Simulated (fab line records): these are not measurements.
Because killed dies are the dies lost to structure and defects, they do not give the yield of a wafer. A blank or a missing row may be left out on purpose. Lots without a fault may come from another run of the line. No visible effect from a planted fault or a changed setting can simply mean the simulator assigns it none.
What tool caused it? -- flow gf180mcu -- 42 wafers from 14 lots sampled at 3 of the route's 602 steps

== WHAT THE GAUGES SHOWED, per wafer ==
GF_STI_BOW_MEAS_00. Usual: INCOMING_BOW 0 um, standard deviation 5.9.
lot,measured,on,INCOMING_BOW (um),flag
L721,day 1 10:02,filmMetro-02,-7 -1 -4,
L722,day 1 15:01,filmMetro-04,3 -5 4,
L723,day 1 20:00,filmMetro-03,-5 -3 8,
L725,day 2 06:01,filmMetro-03,-2 6 -9,
L726,day 2 11:02,filmMetro-04,4 5 -2,
L727,day 2 16:00,filmMetro-03,-3 4 8,
L728,day 2 21:00,filmMetro-03,-2 -3 8,
L729,day 3 02:01,filmMetro-04,-5 12 1,
L733,day 3 22:02,filmMetro-04,9 -12 -4,
L735,day 4 08:01,filmMetro-04,0 -6 6,
L736,day 4 13:02,filmMetro-04,-5 7 -1,
L739,day 5 04:02,filmMetro-03,-6 -7 -4,
L741,day 5 14:01,filmMetro-02,-2 11 -5,
L742,day 5 19:04,filmMetro-03,3 3 -1,

GF_STI_THK_MEAS_24. Usual: STI_CVD_23_THK 648 nm, standard deviation 5.9.
lot,measured,on,STI_CVD_23_THK (nm),flag
L721,day 2 03:25,filmMetro-03,641 640 644,
L722,day 2 08:01,filmMetro-02,646 654 660,
L723,day 2 13:52,filmMetro-04,637 641 638,
L725,day 2 23:56,filmMetro-03,656 656 650,
L726,day 3 08:20,filmMetro-04,661 657 653,
L727,day 3 11:19,filmMetro-02,649 649 649,
L728,day 3 15:37,filmMetro-02,649 654 649,
L729,day 3 20:28,filmMetro-02,647 651 651,
L733,day 4 17:37,filmMetro-02,642 635 633,
L735,day 5 05:15,filmMetro-02,644 652 647,
L736,day 5 09:19,filmMetro-02,642 655 645,
L739,day 6 00:00,filmMetro-02,644 649 649,
L741,day 6 12:41,filmMetro-03,640 640 633,
L742,day 6 15:58,filmMetro-04,644 652 640,

GF_STI_THK_MEAS_30. Usual: STI_OXIDATION_02_THK 9.97 nm, standard deviation 0.16.
lot,measured,on,STI_OXIDATION_02_THK (nm),flag
L721,day 2 05:46,filmMetro-04,9.81 9.81 9.82,
L722,day 2 10:25,filmMetro-03,10.06 10.18 9.97,
L723,day 2 16:24,filmMetro-02,10.17 10.15 10.09,
L725,day 3 02:49,filmMetro-04,10.03 10.07 9.86,
L726,day 3 11:08,filmMetro-02,9.56 9.58 9.53,
L727,day 3 13:58,filmMetro-04,10.02 10.06 10.00,
L728,day 3 17:58,filmMetro-04,10.01 10.03 10.01,
L729,day 4 00:05,filmMetro-03,9.88 9.77 9.88,
L733,day 4 20:43,filmMetro-02,10.41 10.12 10.08,
L735,day 5 07:37,filmMetro-02,10.12 10.11 10.12,
L736,day 5 12:31,filmMetro-02,10.12 9.96 9.87,
L739,day 6 02:47,filmMetro-02,9.87 10.04 10.01,
L741,day 6 15:29,filmMetro-02,10.21 9.95 10.04,
L742,day 6 20:29,filmMetro-03,9.99 10.01 9.75,

== WHICH TOOL RAN EACH LOT (tool, then ch and the chambers of the sampled wafers, then the start) ==
No process step before these readings appears in the record.

== WHAT THE TOOLS THEMSELVES READ (means of the sampled wafers that have a number; where no wafer has one, the mark that the record gives instead) ==
The record holds no such reading with a usual standard deviation.

== THE ANSWER, worked out from the rows above alone ==
Rule: take the mean of a lot's wafers that have a number; if it is more than 3 standard deviations from the usual mean, the lot is off. A lot without any number at a reading at which 4 lots or more have one is off too. All remaining lots with rows at the step are treated as sound. Order of review: gauges by route order, followed by the tools' own readings, for which a lot's mean as printed above is used. At the first step where some lot is off, the reading lying furthest off is the one used; lots without a number count as furthest.
Nothing can be told from this: no lot is off at any reading shown.

== WHAT HAD BEEN PUT IN BY THE SIMULATOR ==
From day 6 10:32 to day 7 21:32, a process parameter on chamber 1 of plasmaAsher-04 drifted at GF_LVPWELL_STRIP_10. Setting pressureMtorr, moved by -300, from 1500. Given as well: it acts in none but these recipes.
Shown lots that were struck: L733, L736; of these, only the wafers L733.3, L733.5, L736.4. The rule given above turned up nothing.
